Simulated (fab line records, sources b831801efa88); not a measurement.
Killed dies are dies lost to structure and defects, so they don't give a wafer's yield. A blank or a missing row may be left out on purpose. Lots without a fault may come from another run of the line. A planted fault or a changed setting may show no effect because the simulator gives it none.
Which tool did it? | flow sky130 | 6 lots, 18 wafers sampled, at 3 steps of a route of 708

WHAT THE GAUGES READ, wafer by wafer
SKY_VIA2_OVL_MEAS_13.
lot  | measured     | on         | VIA2_OVL (nm)
L771 | day 38 06:15 | overlay-02 | 4 -2 7
L775 | day 39 07:32 | overlay-01 | -8 -8 -4
L777 | day 40 00:05 | overlay-02 | -8 -4 -3
L780 | day 40 21:14 | overlay-02 | -7 -12 -17
L782 | day 41 11:42 | overlay-02 | -9 -16 -3
L787 | day 42 13:23 | overlay-01 | -11 -8 -15

WHICH TOOL RAN EACH LOT (tool, then ch and the chambers of the sampled wafers, then the start)
lot  | SKY_METAL2_DESCUM_17              | SKY_VIA2_CMP_02
L771 | rie_metal-04 ch 0, day 37 02:52   | cmp-01 ch 1,2,3, day 37 04:02
L775 | rie_metal-04 ch 0,1, day 38 05:04 | cmp-01 ch 0,1,3, day 38 06:02
L777 | rie_metal-02 ch 0, day 38 21:47   | cmp-01 ch 1,2, day 38 22:50
L780 | rie_metal-01 ch 0,1, day 39 18:04 | cmp-01 ch 1,2,3, day 39 19:01
L782 | rie_metal-04 ch 0,1, day 40 08:56 | cmp-02 ch 1,2, day 40 09:56
L787 | rie_metal-02 ch 0,1, day 41 12:13 | cmp-01 ch 0,2,3, day 41 13:11
- SKY_METAL2_DESCUM_17: chemistry O2, time 8 s.
- SKY_VIA2_CMP_02: polishes SiO2.

THE ANSWER, worked out from the rows above alone
Rule: what is usual is taken from the lots themselves. Put in order of their means at a reading, lots are off if they are a third of the lots or fewer, leave a main group of 4 or more, and stand apart from it by a gap of 3 or more times the standard deviation of the main group's means; of several such gaps the widest counts. A main group whose means are all the same, to the digits that the tables above print for the reading, isn't used. A lot without any number at a reading at which 4 lots or more have one is off too. The other lots that the step has rows for count as sound.
No lot is off at any reading shown: from this, nothing can be told.

WHAT THE SIMULATOR HAD PUT IN
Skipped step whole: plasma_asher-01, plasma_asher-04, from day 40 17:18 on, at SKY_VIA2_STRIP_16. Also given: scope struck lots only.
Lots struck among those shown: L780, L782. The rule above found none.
